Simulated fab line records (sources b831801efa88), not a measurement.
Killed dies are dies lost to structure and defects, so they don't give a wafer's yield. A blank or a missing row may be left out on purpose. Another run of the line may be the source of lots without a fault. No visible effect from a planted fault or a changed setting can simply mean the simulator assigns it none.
Which of the tools did it? :: flow sky130 :: 12 lots, 36 wafers sampled, at 5 steps of a route of 708

== WHAT THE GAUGES SHOWED, per wafer ==
SKY_VT_ADJUST_LVTN_TW_MEAS_21. Usual: VT_ADJUST_LVTN_2_TW 188.1, standard deviation 1.4.
lot: L868
measured: day 7 21:04
on: film_metro-03
VT_ADJUST_LVTN_2_TW: 187.7 188.5 189.2
flag: 

lot: L869
measured: day 8 03:01
on: film_metro-01
VT_ADJUST_LVTN_2_TW: 187.5 187.2 187.5
flag: 

lot: L870
measured: day 8 06:07
on: film_metro-01
VT_ADJUST_LVTN_2_TW: 186.8 186.4 187.3
flag: 

lot: L873
measured: day 9 01:53
on: film_metro-02
VT_ADJUST_LVTN_2_TW: 189.5 189.6 190.4
flag: 

lot: L875
measured: day 9 17:38
on: film_metro-03
VT_ADJUST_LVTN_2_TW: 187.0 186.9 186.7
flag: 

lot: L879
measured: day 10 18:09
on: film_metro-03
VT_ADJUST_LVTN_2_TW: 187.1 186.4 186.7
flag: 

lot: L883
measured: day 12 03:04
on: film_metro-03
VT_ADJUST_LVTN_2_TW: 187.7 187.5 186.9
flag: 

lot: L884
measured: day 12 08:30
on: film_metro-02
VT_ADJUST_LVTN_2_TW: 189.2 188.1 190.2
flag: 

lot: L887
measured: day 13 08:24
on: film_metro-01
VT_ADJUST_LVTN_2_TW: 187.2 187.5 187.5
flag: 

lot: L888
measured: day 13 14:44
on: film_metro-01
VT_ADJUST_LVTN_2_TW: 186.3 186.8 187.8
flag: 

lot: L889
measured: day 13 18:51
on: film_metro-02
VT_ADJUST_LVTN_2_TW: 188.8 189.6 189.5
flag: 

lot: L890
measured: day 14 00:23
on: film_metro-01
VT_ADJUST_LVTN_2_TW: 187.6 186.8 185.6
flag: 

SKY_GATE_OXIDE_TW_MEAS_14. Usual: GATE_OXIDE_TW 223.2, standard deviation 1.8.
lot: L868
measured: day 13 21:38
on: film_metro-03
GATE_OXIDE_TW: 223.6 221.8 223.5
flag: 

lot: L869
measured: day 14 07:29
on: film_metro-03
GATE_OXIDE_TW: 221.9 220.5 222.1
flag: 

lot: L870
measured: day 14 15:14
on: film_metro-01
GATE_OXIDE_TW: 222.7 223.5 222.9
flag: 

lot: L873
measured: day 15 14:59
on: film_metro-03
GATE_OXIDE_TW: 225.8 224.4 226.3
flag: 

lot: L875
measured: day 16 09:09
on: film_metro-03
GATE_OXIDE_TW: 225.5 225.5 225.9
flag: 

lot: L879
measured: day 17 15:35
on: film_metro-04
GATE_OXIDE_TW: 221.4 221.9 221.6
flag: 

lot: L883
measured: day 19 13:01
on: film_metro-01
GATE_OXIDE_TW: 222.7 224.3 224.0
flag: 

lot: L884
measured: day 19 23:37
on: film_metro-04
GATE_OXIDE_TW: 220.5 221.9 221.4
flag: 

lot: L887
measured: day 20 21:13
on: film_metro-03
GATE_OXIDE_TW: 226.2 225.5 225.8
flag: 

lot: L888
measured: day 21 12:44
on: film_metro-03
GATE_OXIDE_TW: 225.4 224.8 223.5
flag: 

lot: L889
measured: day 22 04:42
on: film_metro-03
GATE_OXIDE_TW: 225.3 225.5 226.6
flag: 

lot: L890
measured: day 22 05:41
on: film_metro-04
GATE_OXIDE_TW: 222.2 219.9 220.4
flag: 

== EACH LOT AND THE TOOL THAT RAN IT (in order: tool; ch and the chambers of the sampled wafers; start) ==
lot: L868
SKY_FIELD_ISO_CMP_27: cmp-02 ch 0,1, day 2 11:09
SKY_NWELL_COAT_18: litho_track-02 ch 0, day 5 01:59
SKY_NWELL_STRIP_25: plasma_asher-02 ch 0,1, day 5 11:17

lot: L869
SKY_FIELD_ISO_CMP_27: cmp-02 ch 0,3, day 2 16:08
SKY_NWELL_COAT_18: litho_track-02 ch 0, day 5 07:50
SKY_NWELL_STRIP_25: plasma_asher-03 ch 0,1, day 5 17:02

lot: L870
SKY_FIELD_ISO_CMP_27: cmp-01 ch 0,1,2, day 2 20:40
SKY_NWELL_COAT_18: litho_track-01 ch 0, day 5 09:51
SKY_NWELL_STRIP_25: plasma_asher-03 ch 0,1, day 5 19:14

lot: L873
SKY_FIELD_ISO_CMP_27: cmp-01 ch 1,2,3, day 3 11:18
SKY_NWELL_COAT_18: litho_track-02 ch 0, day 6 03:41
SKY_NWELL_STRIP_25: plasma_asher-04 ch 0, day 6 12:56

lot: L875
SKY_FIELD_ISO_CMP_27: cmp-01 ch 0,1,2, day 3 22:28
SKY_NWELL_COAT_18: litho_track-02 ch 0, day 6 15:11
SKY_NWELL_STRIP_25: plasma_asher-02 ch 0,1, day 7 00:40

lot: L879
SKY_FIELD_ISO_CMP_27: cmp-02 ch 0,1,2, day 4 17:33
SKY_NWELL_COAT_18: litho_track-02 ch 0, day 7 12:01
SKY_NWELL_STRIP_25: plasma_asher-03 ch 1, day 7 22:08

lot: L883
SKY_FIELD_ISO_CMP_27: cmp-01 ch 0,2,3, day 5 16:17
SKY_NWELL_COAT_18: litho_track-02 ch 0, day 8 17:53
SKY_NWELL_STRIP_25: plasma_asher-02 ch 0,1, day 9 04:34

lot: L884
SKY_FIELD_ISO_CMP_27: cmp-02 ch 2,3, day 5 21:37
SKY_NWELL_COAT_18: litho_track-01 ch 0, day 8 23:05
SKY_NWELL_STRIP_25: plasma_asher-04 ch 0,1, day 9 11:05

lot: L887
SKY_FIELD_ISO_CMP_27: cmp-02 ch 0,1, day 6 15:58
SKY_NWELL_COAT_18: litho_track-03 ch 0, day 9 18:53
SKY_NWELL_STRIP_25: plasma_asher-02 ch 0,1, day 10 06:17

lot: L888
SKY_FIELD_ISO_CMP_27: cmp-01 ch 0,1,3, day 6 20:05
SKY_NWELL_COAT_18: litho_track-03 ch 0, day 9 23:58
SKY_NWELL_STRIP_25: plasma_asher-02 ch 0,1, day 10 12:32

lot: L889
SKY_FIELD_ISO_CMP_27: cmp-01 ch 0,1, day 6 23:35
SKY_NWELL_COAT_18: litho_track-01 ch 0, day 10 05:05
SKY_NWELL_STRIP_25: plasma_asher-02 ch 0,1, day 10 16:55

lot: L890
SKY_FIELD_ISO_CMP_27: cmp-02 ch 1,2,3, day 7 04:55
SKY_NWELL_COAT_18: litho_track-03 ch 0, day 10 10:31
SKY_NWELL_STRIP_25: plasma_asher-04 ch 0,1, day 10 21:44
- SKY_FIELD_ISO_CMP_27: polishes, stops on Si3N4, t overpolish 16 s, target thk 457.8 nm.
- SKY_NWELL_COAT_18: resist thk 3000 nm.
- SKY_NWELL_STRIP_25: strips in O2/N2.

== WHAT THE TOOLS THEMSELVES READ (means of the sampled wafers that have a number; where no wafer has one, the mark that the record gives instead) ==
SKY_FIELD_ISO_CMP_27. Usual: motor_current_A 12.1 A, standard deviation 0.61; overpolish_run_s 16.000 s, standard deviation 0.0094; retaining_ring_pressure_frac 1.001, standard deviation 0.0047; time_to_endpoint_s 112 s, standard deviation 4.
lot: L868
tool: cmp-02
motor_current_A (A): 11.9
overpolish_run_s (s): 15.991
retaining_ring_pressure_frac: 0.998
time_to_endpoint_s (s): 111
flag: 

lot: L869
tool: cmp-02
motor_current_A (A): 11.7
overpolish_run_s (s): 16.005
retaining_ring_pressure_frac: 0.999
time_to_endpoint_s (s): 106
flag: 

lot: L870
tool: cmp-01
motor_current_A (A): 11.8
overpolish_run_s (s): 15.998
retaining_ring_pressure_frac: 1.002
time_to_endpoint_s (s): 111
flag: 

lot: L873
tool: cmp-01
motor_current_A (A): 11.8
overpolish_run_s (s): 15.993
retaining_ring_pressure_frac: 0.996
time_to_endpoint_s (s): 112
flag: 

lot: L875
tool: cmp-01
motor_current_A (A): 11.7
overpolish_run_s (s): 15.994
retaining_ring_pressure_frac: 1.000
time_to_endpoint_s (s): 118
flag: 

lot: L879
tool: cmp-02
motor_current_A (A): 12.2
overpolish_run_s (s): 15.995
retaining_ring_pressure_frac: 1.002
time_to_endpoint_s (s): 115
flag: 

lot: L883
tool: cmp-01
motor_current_A (A): 12.4
overpolish_run_s (s): 16.001
retaining_ring_pressure_frac: 1.002
time_to_endpoint_s (s): 113
flag: 

lot: L884
tool: cmp-02
motor_current_A (A): 12.0
overpolish_run_s (s): 16.004
retaining_ring_pressure_frac: 1.000
time_to_endpoint_s (s): 107
flag: 

lot: L887
tool: cmp-02
motor_current_A (A): 11.9
overpolish_run_s (s): 16.000
retaining_ring_pressure_frac: 1.002
time_to_endpoint_s (s): 110
flag: 

lot: L888
tool: cmp-01
motor_current_A (A): 12.0
overpolish_run_s (s): 16.002
retaining_ring_pressure_frac: 1.000
time_to_endpoint_s (s): 114
flag: 

lot: L889
tool: cmp-01
motor_current_A (A): 11.9
overpolish_run_s (s): 15.993
retaining_ring_pressure_frac: 1.003
time_to_endpoint_s (s): 114
flag: 

lot: L890
tool: cmp-02
motor_current_A (A): 12.0
overpolish_run_s (s): 16.000
retaining_ring_pressure_frac: 1.004
time_to_endpoint_s (s): 107
flag: 

SKY_NWELL_COAT_18. Usual: chill_plate_temp_C 23.01 C, standard deviation 0.099.
lot: L868
tool: litho_track-02
chill_plate_temp_C (C): 22.94
flag: 

lot: L869
tool: litho_track-02
chill_plate_temp_C (C): 23.04
flag: 

lot: L870
tool: litho_track-01
chill_plate_temp_C (C): 22.98
flag: 

lot: L873
tool: litho_track-02
chill_plate_temp_C (C): 23.01
flag: 

lot: L875
tool: litho_track-02
chill_plate_temp_C (C): 22.98
flag: 

lot: L879
tool: litho_track-02
chill_plate_temp_C (C): 23.02
flag: 

lot: L883
tool: litho_track-02
chill_plate_temp_C (C): 23.16
flag: 

lot: L884
tool: litho_track-01
chill_plate_temp_C (C): 22.83
flag: 

lot: L887
tool: litho_track-03
chill_plate_temp_C (C): 23.01
flag: 

lot: L888
tool: litho_track-03
chill_plate_temp_C (C): 23.00
flag: 

lot: L889
tool: litho_track-01
chill_plate_temp_C (C): 23.18
flag: 

lot: L890
tool: litho_track-03
chill_plate_temp_C (C): 22.91
flag: 

SKY_NWELL_STRIP_25. Usual: drypump_motor_current_A 5.7 A, standard deviation 0.61; oes_product_au 0.722 a.u., standard deviation 0.0045; strip_time_to_endpoint_s 36.92 s, standard deviation 0.13.
lot: L868
tool: plasma_asher-02
drypump_motor_current_A (A): 5.7
oes_product_au (a.u.): 0.724
strip_time_to_endpoint_s (s): 36.86
flag: 

lot: L869
tool: plasma_asher-03
drypump_motor_current_A (A): 5.3
oes_product_au (a.u.): 0.722
strip_time_to_endpoint_s (s): 36.82
flag: 

lot: L870
tool: plasma_asher-03
drypump_motor_current_A (A): 5.3
oes_product_au (a.u.): 0.721
strip_time_to_endpoint_s (s): 36.82
flag: 

lot: L873
tool: plasma_asher-04
drypump_motor_current_A (A): 6.6
oes_product_au (a.u.): 0.717
strip_time_to_endpoint_s (s): 37.00
flag: 

lot: L875
tool: plasma_asher-02
drypump_motor_current_A (A): 5.8
oes_product_au (a.u.): 0.724
strip_time_to_endpoint_s (s): 37.09
flag: 

lot: L879
tool: plasma_asher-03
drypump_motor_current_A (A): 5.3
oes_product_au (a.u.): 0.718
strip_time_to_endpoint_s (s): 21.61
flag: OFF

lot: L883
tool: plasma_asher-02
drypump_motor_current_A (A): 5.7
oes_product_au (a.u.): 0.715
strip_time_to_endpoint_s (s): 21.76
flag: OFF

lot: L884
tool: plasma_asher-04
drypump_motor_current_A (A): 6.2
oes_product_au (a.u.): 0.724
strip_time_to_endpoint_s (s): 36.89
flag: 

lot: L887
tool: plasma_asher-02
drypump_motor_current_A (A): 5.3
oes_product_au (a.u.): 0.722
strip_time_to_endpoint_s (s): 36.75
flag: 

lot: L888
tool: plasma_asher-02
drypump_motor_current_A (A): 5.7
oes_product_au (a.u.): 0.726
strip_time_to_endpoint_s (s): 36.87
flag: 

lot: L889
tool: plasma_asher-02
drypump_motor_current_A (A): 5.3
oes_product_au (a.u.): 0.725
strip_time_to_endpoint_s (s): 36.83
flag: 

lot: L890
tool: plasma_asher-04
drypump_motor_current_A (A): 6.2
oes_product_au (a.u.): 0.722
strip_time_to_endpoint_s (s): 36.65
flag: 

== THE ANSWER, worked out from the rows above alone ==
Rule: take the mean of a lot's wafers that have a number; if it is more than 3 standard deviations from the usual mean, the lot is off. Also off: a lot with no number at a reading for which 4 or more lots have one. The other lots that the step has rows for count as sound. First the gauges in route order, then the tools' own readings, where a lot's mean is used as printed above. The first step at which some lot is off is used, and at that step the reading that is off furthest; a lot without a number counts as furthest.
Off: L879, L883 (SKY_NWELL_STRIP_25, strip_time_to_endpoint_s).
If a tool, at that step or one of the process steps before it, ran each lot that is off and ran no sound lot following the first of them, it fits. One candidate fits, namely litho_track-02 at SKY_NWELL_COAT_18. A fault onset in the window from L875 (day 6 15:11, its last sound lot) to L879 (day 7 12:01, its first lot off) fits.

== WHAT THE SIMULATOR HAD INSERTED ==
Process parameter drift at SKY_NWELL_COAT_18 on litho_track-02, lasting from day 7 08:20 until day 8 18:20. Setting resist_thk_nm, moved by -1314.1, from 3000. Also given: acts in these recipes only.
Shown lots that were struck: L879, L883. This agrees with what the rule above found.
